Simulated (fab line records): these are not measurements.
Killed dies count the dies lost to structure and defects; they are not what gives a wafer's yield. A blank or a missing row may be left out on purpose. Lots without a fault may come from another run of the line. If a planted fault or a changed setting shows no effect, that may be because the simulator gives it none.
2 desks looking at one fault / flow gf180mcu / each desk holds nothing but its own numbers, with what lay behind them at the end

== FROM THE METROLOGY DESK ==
Means of the sampled wafers that have a number, per lot and without regard to the tool the lot ran on: this is what the gauges read. The brackets show how far a lot's mean lies from the usual mean; more than 4 standard deviations puts the lot out of limits, marked OUT.
Columns: A = cd-nm at GF_V3_CD_MEAS_14, usual 259.9 nm
lot=L243; first seen here=day 22 08:44; A=262.3
lot=L244; first seen here=day 22 21:44; A=260.3
lot=L245; first seen here=day 23 07:41; A=260.3
lot=L249; first seen here=day 24 15:02; A=257.8
lot=L250; first seen here=day 24 16:41; A=258.7
lot=L253; first seen here=day 25 22:17; A=261.9
lot=L254; first seen here=day 26 03:53; A=258.6
lot=L256; first seen here=day 26 22:26; A=259.4
lot=L259; first seen here=day 27 18:37; A=261.5
lot=L260; first seen here=day 28 02:14; A=261.1
lot=L261; first seen here=day 28 08:21; A=258.6
lot=L262; first seen here=day 28 17:10; A=260.5
lot=L265; first seen here=day 29 09:01; A=261.2
Result from this desk: across the 13 lots, nothing is out of limits.

== THE TOOL OWNER'S DESK: pvd-sputter-03 ==
The tool's own readings at GF_MIM_SPUTTER_08 (material AlCu, target thk 200 nm, time 10.6 s): means of the sampled wafers that have a number, for each lot that ran on this tool. The brackets show how far a lot's mean lies from the usual mean; more than 4 standard deviations puts the lot out of limits, marked OUT.
Columns: A = throttle-valve-pct at GF_MIM_SPUTTER_08, usual 29.8 %
lot=L243; first seen here=day 24 11:39; A=29.7
lot=L244; first seen here=day 25 00:43; A=29.9
lot=L250; first seen here=day 26 15:55; A=29.5
lot=L253; first seen here=day 27 20:43; A=29.6
lot=L254; first seen here=day 28 01:58; A=29.2
lot=L256; first seen here=day 28 20:05; A=29.9
lot=L260; first seen here=day 29 22:43; A=30.0
lot=L261; first seen here=day 30 03:58; A=29.3
lot=L265; first seen here=day 31 02:54; A=29.6
Result from this desk: across the 9 lots, nothing is out of limits.

== ALL TOGETHER ==
At the metrology desk, nothing out of limits was observed.
Nothing out of limits was seen by the tool owner's desk.

== WHAT THE SIMULATOR HAD INSERTED ==
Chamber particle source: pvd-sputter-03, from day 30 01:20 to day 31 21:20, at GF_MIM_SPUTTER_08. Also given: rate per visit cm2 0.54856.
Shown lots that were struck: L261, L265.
